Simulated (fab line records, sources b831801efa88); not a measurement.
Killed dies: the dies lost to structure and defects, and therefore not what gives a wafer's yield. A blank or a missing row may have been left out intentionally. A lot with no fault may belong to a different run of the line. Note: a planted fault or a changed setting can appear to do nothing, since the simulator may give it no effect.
Which tool did it? | flow sky130 | 39 wafers from 13 lots sampled at 3 of the route's 708 steps

== WHAT THE GAUGES READ, wafer by wafer ==
SKY_METAL4_OVL_MEAS_14. Usual: METAL4_OVL typically reads 4 nm, with standard deviation 5.9.
lot  | measured     | on         | METAL4_OVL (nm) | flag
L962 | day 41 21:10 | overlay-02 | 0 1 -7          |
L963 | day 41 23:44 | overlay-01 | 1 -5 -4         |
L964 | day 42 10:58 | overlay-01 | 6 -2 11         |
L966 | day 42 23:40 | overlay-01 | 6 2 3           |
L967 | day 43 02:41 | overlay-01 | 2 7 4           |
L968 | day 44 12:16 | overlay-01 | 8 4 5           |
L969 | day 44 15:20 | overlay-02 | 8 4 11          |
L970 | day 44 17:25 | overlay-01 | 0 2 5           |
L971 | day 44 15:53 | overlay-02 | 4 -5 -2         |
L972 | day 44 18:02 | overlay-01 | 1 16 9          |
L974 | day 45 04:49 | overlay-01 | -1 3 17         |
L978 | day 46 04:10 | overlay-02 | 12 2 7          |
L979 | day 46 08:50 | overlay-01 | 8 10 4          |

== EACH LOT AND THE TOOL THAT RAN IT (in order: tool; ch and the chambers of the sampled wafers; start) ==
lot  | SKY_CONTACT_CMP_27            | SKY_VIA3_CMP_24
L962 | cmp-01 ch 0,1, day 31 18:01   | cmp-01 ch 1,3, day 39 20:11
L963 | cmp-01 ch 1,2,3, day 31 21:26 | cmp-01 ch 0,1, day 39 22:56
L964 | cmp-01 ch 0,1,3, day 32 05:14 | cmp-01 ch 0,1,3, day 40 10:38
L966 | cmp-02 ch 0,1,2, day 32 21:05 | cmp-01 ch 1,3, day 40 22:21
L967 | cmp-02 ch 0,3, day 33 04:16   | cmp-01 ch 1,3, day 41 01:20
L968 | cmp-01 ch 0,1,2, day 34 15:42 | cmp-01 ch 0,2,3, day 42 12:25
L969 | cmp-01 ch 0,3, day 34 16:37   | cmp-02 ch 1,3, day 42 16:25
L970 | cmp-02 ch 0,3, day 34 17:05   | cmp-01 ch 0,1, day 42 18:23
L971 | cmp-01 ch 0,3, day 34 17:27   | cmp-02 ch 1,2, day 42 16:59
L972 | cmp-02 ch 0,1,3, day 34 18:15 | cmp-02 ch 0,2,3, day 42 18:49
L974 | cmp-02 ch 0,2,3, day 35 13:05 | cmp-02 ch 0,2,3, day 43 07:30
L978 | cmp-01 ch 0,1, day 36 16:08   | cmp-02 ch 0,1,2, day 44 08:46
L979 | cmp-01 ch 0,1, day 36 20:23   | cmp-01 ch 0,2,3, day 44 13:10
- SKY_CONTACT_CMP_27: polishes, stops on SiO2, t overpolish 15 s, target thk 0 nm.
- SKY_VIA3_CMP_24: polishes, stops on SiO2, t overpolish 20 s, target thk 0 nm.

== AS READ BY THE TOOLS THEMSELVES (means over the sampled wafers that have a number; for cases with no such wafer, the mark the record gives instead) ==
SKY_CONTACT_CMP_27. Usual: head pressure psi 3.500 psi, standard deviation 0.0073; motor current A 10.8 A, standard deviation 0.91; overpolish run s 15.000 s, standard deviation 0.0092; time to endpoint s 79 s, standard deviation 3.
lot  | tool   | head pressure psi (psi) | motor current A (A) | overpolish run s (s) | time to endpoint s (s) | flag
L962 | cmp-01 | 3.492                   | 9.8                 | 14.995               | 79                     |
L963 | cmp-01 | 3.494                   | 10.7                | 14.996               | 80                     |
L964 | cmp-01 | 3.506                   | 10.9                | 15.009               | 80                     |
L966 | cmp-02 | 3.497                   | 10.1                | 15.000               | 82                     |
L967 | cmp-02 | 3.502                   | 11.0                | 15.009               | 82                     |
L968 | cmp-01 | 3.498                   | 10.9                | 14.998               | 76                     |
L969 | cmp-01 | 3.501                   | 11.5                | 15.005               | 74                     |
L970 | cmp-02 | 3.505                   | 11.2                | 14.996               | 83                     |
L971 | cmp-01 | 3.511                   | 11.5                | 14.997               | 79                     |
L972 | cmp-02 | 3.495                   | 10.7                | 14.999               | 80                     |
L974 | cmp-02 | 3.498                   | 10.8                | 15.005               | 83                     |
L978 | cmp-01 | 3.497                   | 10.4                | 14.998               | 76                     |
L979 | cmp-01 | 3.501                   | 10.0                | 15.000               | 76                     |

SKY_VIA3_CMP_24. Usual: head pressure psi 3.501 psi, standard deviation 0.008; motor current A 10.7 A, standard deviation 0.88; overpolish run s 20.001 s, standard deviation 0.0099; time to endpoint s 95.8 s, standard deviation 2.9.
lot  | tool   | head pressure psi (psi) | motor current A (A) | overpolish run s (s) | time to endpoint s (s) | flag
L962 | cmp-01 | 3.499                   | 10.4                | 19.996               | 91.1                   |
L963 | cmp-01 | 3.501                   | 10.6                | 19.994               | 96.5                   |
L964 | cmp-01 | 3.507                   | 10.8                | 19.995               | 94.4                   |
L966 | cmp-01 | 3.495                   | 10.8                | 20.003               | 93.7                   |
L967 | cmp-01 | 3.507                   | 10.3                | 19.999               | 93.7                   |
L968 | cmp-01 | 3.495                   | 11.5                | 20.002               | 95.5                   |
L969 | cmp-02 | 3.504                   | 10.1                | 20.005               | 98.3                   |
L970 | cmp-01 | 3.501                   | 10.7                | 20.001               | 93.2                   |
L971 | cmp-02 | 3.502                   | 9.6                 | 19.997               | 97.9                   |
L972 | cmp-02 | 3.499                   | 10.7                | 20.005               | 97.8                   |
L974 | cmp-02 | 3.497                   | 10.7                | 19.999               | 95.9                   |
L978 | cmp-02 | 3.495                   | 10.3                | 19.993               | 97.8                   |
L979 | cmp-01 | 3.504                   | 11.2                | 20.001               | 96.2                   |

== THE ANSWER, worked out from the rows above alone ==
Rule: a lot counts as off when the mean over its wafers that have a number is more than 3 standard deviations away from the usual mean. Also off: a lot with no number at a reading for which 4 or more lots have one. All remaining lots with rows at the step are treated as sound. Order of review: gauges by route order, followed by the tools' own readings, for which a lot's mean as printed above is used. At the first step where some lot is off, the reading lying furthest off is the one used; lots without a number count as furthest.
Across all readings shown, no lot is off: no conclusion can be drawn from this.

== WHAT HAD BEEN PUT IN BY THE SIMULATOR ==
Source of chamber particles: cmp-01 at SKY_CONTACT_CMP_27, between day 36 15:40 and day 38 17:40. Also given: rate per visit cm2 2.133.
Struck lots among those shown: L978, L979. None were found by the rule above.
